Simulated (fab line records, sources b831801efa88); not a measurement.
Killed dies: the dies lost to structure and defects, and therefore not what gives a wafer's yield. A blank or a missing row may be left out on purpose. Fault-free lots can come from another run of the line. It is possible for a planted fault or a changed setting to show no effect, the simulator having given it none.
Chamber matching    flow sky130    SKY_PAD_OPEN_ETCH_07 on rie_diel-02 has 4 sister chambers
The step etches the open film in CF4/O2, stops on AlCu, target depth 725 nm, time 161.1 s. 4 wafers are shown with their chamber, then 12 later ones without.

## WAFERS PAIRED WITH THEIR CHAMBERS
wafer   chamber  drypump_motor_current_A (A)
L086.4  2        5.8
L089.3  3        6.6
L089.4  1        5.7
L089.6  0        5.3

## WAFERS WITH NO CHAMBER GIVEN
wafer   drypump_motor_current_A (A)
L091.2  6.6
L091.3  5.8
L091.6  5.4
L092.3  5.7
L092.5  6.7
L092.6  5.7
L093.1  5.3
L093.2  6.6
L093.4  5.4
L096.1  5.4
L096.2  6.7
L096.4  5.7

## THE CHAMBER EACH PASSED THROUGH
wafer   from the rows above      in truth
L091.2  3                        3
L091.3  can't be placed: 2 or 1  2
L091.6  0                        0
L092.3  can't be placed: 1 or 2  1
L092.5  3                        3
L092.6  can't be placed: 1 or 2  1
L093.1  0                        0
L093.2  3                        3
L093.4  0                        0
L096.1  0                        0
L096.2  3                        3
L096.4  can't be placed: 1 or 2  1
Correct placement for 8 of the 12. From these rows, 4 cannot be placed; in 4 the true chamber is one of the candidates. Placed wrongly: 0.
How it was worked out, from the rows above alone: a wafer's distance from a chamber is the root of the sum, over the readings, of the square of ((its reading less the chamber's mean) divided by the reading's scatter). The wafer belongs to the nearest chamber; if the next one is less than 2 further off, it can't be placed. The mean given for a chamber averages the wafers shown for that chamber. The scatter (one wafer shown for each chamber): square how far every hidden wafer sits from the nearest shown wafer, average those squares and take the square root.
